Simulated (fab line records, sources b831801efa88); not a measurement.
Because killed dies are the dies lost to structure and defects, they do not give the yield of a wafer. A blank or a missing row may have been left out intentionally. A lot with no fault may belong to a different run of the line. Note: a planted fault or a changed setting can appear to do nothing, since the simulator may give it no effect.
Chamber matching ; flow gf180mcu ; rie diel-02 running GF_CONTACT_ETCH_16: 4 sister chambers
The step etches BARC in N2/H2. 14 wafers are shown with their chamber, then 7 later ones without.

## WAFERS WITH THEIR CHAMBER
wafer;chamber;drypump motor current A (A);oes product au (a.u.);throttle valve pct (%)
L656.1;2;5.48;0.848;13.216
L656.5;1;5.42;0.850;13.231
L656.6;2;5.49;0.855;13.224
L658.2;0;5.64;0.847;13.236
L658.3;1;5.42;0.850;13.221
L658.4;3;5.71;0.862;13.216
L662.2;1;5.41;0.859;13.233
L662.4;2;5.47;0.855;13.219
L662.6;2;5.44;0.854;13.240
L663.2;1;5.43;0.858;13.215
L663.4;0;5.67;0.849;13.232
L663.6;1;5.42;0.864;13.227
L666.2;3;5.72;0.851;13.230
L666.3;0;5.66;0.856;13.218

SIGNATURES (means of the wafers above)
reading;chamber 0;chamber 1;chamber 2;chamber 3;scatter within a chamber
drypump motor current A;5.6567;5.4200;5.4700;5.7150;0.0145
oes product au;0.85067;0.85620;0.85300;0.85650;0.00537
throttle valve pct;13.22867;13.22540;13.22475;13.22300;0.00916
Rule: for a wafer and a chamber, the distance is found by dividing, reading by reading, the gap between the wafer's reading and the chamber's mean by the reading's scatter, squaring, summing and taking the root. If the next closest chamber is less than 2 further off than the closest, the wafer can't be placed; otherwise it belongs to the closest. The scatter is the square root of a quotient: the sum, over the shown wafers, of each reading's squared deviation from its chamber's mean, divided by wafers minus chambers.

## WAFERS WHOSE CHAMBER IS MISSING
wafer;drypump motor current A (A);oes product au (a.u.);throttle valve pct (%)
L666.4;5.48;0.858;13.230
L671.2;5.63;0.851;13.238
L671.3;5.71;0.861;13.233
L671.5;5.43;0.848;13.225
L672.3;5.67;0.863;13.230
L672.4;5.49;0.847;13.222
L672.5;5.72;0.853;13.237

## CHAMBER TAKEN BY EACH
wafer;from the rows above;in truth
L666.4;2;2
L671.2;0;0
L671.3;3;3
L671.5;can't be placed: 1 or 2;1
L672.3;can't be placed: 0 or 3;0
L672.4;2;2
L672.5;3;3
Correctly placed: 5 of 7. From these rows, 2 cannot be placed; in 2 the true chamber is one of the candidates. Wrongly placed: 0.
